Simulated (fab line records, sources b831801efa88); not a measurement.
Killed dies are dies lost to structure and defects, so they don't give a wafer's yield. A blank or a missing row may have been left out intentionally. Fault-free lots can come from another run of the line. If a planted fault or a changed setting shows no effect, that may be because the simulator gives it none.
Problem report in the 8D (eight disciplines) form, filled by code | flow sky130 | the parts of the form that need people (team, actions taken, sign-off) are left out

1. THE ISSUE
At SKY_SONOS_TUNNEL_CD_MEAS_07, cdNm averages 379.7 nm over 9 wafers from 3 lots, while fault-free wafers read 409.5 nm, standard deviation 2.1. That is -14 standard deviations from the usual mean.
The step: target cd 410 nm.
First seen on wafer L702.1, day 14 12:45, on cdSem-01. The record holds 38 wafers of 13 lots with a number at this step. The rule behind "out" and "out of limits": a value lying over 4 standard deviations away from the usual mean. Any other wafer with a number is counted as sound.

2. WHAT IT IS AND WHAT IT IS NOT
question                    | is                     | is not
which readings at this step | cdNm                   | -
which lots                  | L702, L703, L707       | L693, L695, L696, L698, L699, L708, L710, L712, L713, L714
which wafers of those lots  | all that have a number | -
read on which gauges        | cdSem-01, cdSem-02     | -
when                        | from day 14 12:45      | up to then (14 sound wafers); but 15 sound wafers of L708, L710, L712, L713, L714 came after

3. THE SUSPECTS, EACH WITH WHAT RULES IT OUT
Counting: a tool stays on the suspect list if, at a process step up to the reading, it processed all lots that are out and no sound lot following the first of them.
- the gauge at SKY_SONOS_TUNNEL_CD_MEAS_07: ruled out. 2 gauges (cdSem-01, cdSem-02) read the wafers that are out.
- ilineStepper-02 at SKY_SONOS_TUNNEL_EXPOSE_04 (exposes mask TUNM, target cd 410 nm): kept. Every lot that is out went through it, starting with L702 (day 14 00:19), and after that it ran no sound lot; the last sound lot it ran before then is L698 (day 12 19:10). Its own exposureDoseMJCm2 readings are out on those wafers.
Left after counting: ilineStepper-02 at SKY_SONOS_TUNNEL_EXPOSE_04.

4. THE CAUSE (what the simulator had put in)
Drift in process parameters on ilineStepper-02 at SKY_SONOS_TUNNEL_EXPOSE_04, starting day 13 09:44. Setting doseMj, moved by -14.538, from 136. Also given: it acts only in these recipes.
After counting, this tool was the only one left.

5. SEQUENCE OF EFFECTS, ordered by route
Each row: a reading whose mean over the struck wafers that have a number lies more than 3 standard deviations from the usual. Readings are gone through only where the record gives a usual standard deviation; hours: the median, over the lots, of the time from a lot's start at the first step in this table giving one to that lot's start at this step; sigmas: the change measured in usual standard deviations.
hours | step                        | reading           | usual    | on struck wafers | change | sigmas
0     | SKY_SONOS_TUNNEL_EXPOSE_04  | exposureDoseMJCm2 | 136.01   | 123.22           | -12.79 | -91
13    | SKY_SONOS_TUNNEL_CD_MEAS_07 | cdNm              | 409.5 nm | 379.7            | -29.8  | -14
It contains these process steps:
- SKY_SONOS_TUNNEL_EXPOSE_04: exposes mask TUNM, target cd 410 nm.
At these later measuring or inspecting steps, every struck wafer for which the step has a row has a number for every such reading, and none has moved that far: SKY_SONOS_ONO_THK_MEAS_01, SKY_SONOS_ONO_CD_MEAS_13.

6. HOW IT WOULD HAVE BEEN CAUGHT EARLIER
Counted from the fault's start at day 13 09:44, it took 27 hours until the first out-of-limits reading at a measuring or inspecting step in this record, taken at day 14 12:45.
At SKY_SONOS_TUNNEL_EXPOSE_04, the tool's own readings (exposureDoseMJCm2) were out on each struck wafer the step has a row for, so an alarm limit on them would have fired on the first such wafer.
Among the 3 lots that are out, L707 began SKY_SONOS_TUNNEL_EXPOSE_04 on ilineStepper-02 after day 14 12:45. Had the tool been put on hold then, it would have been spared.
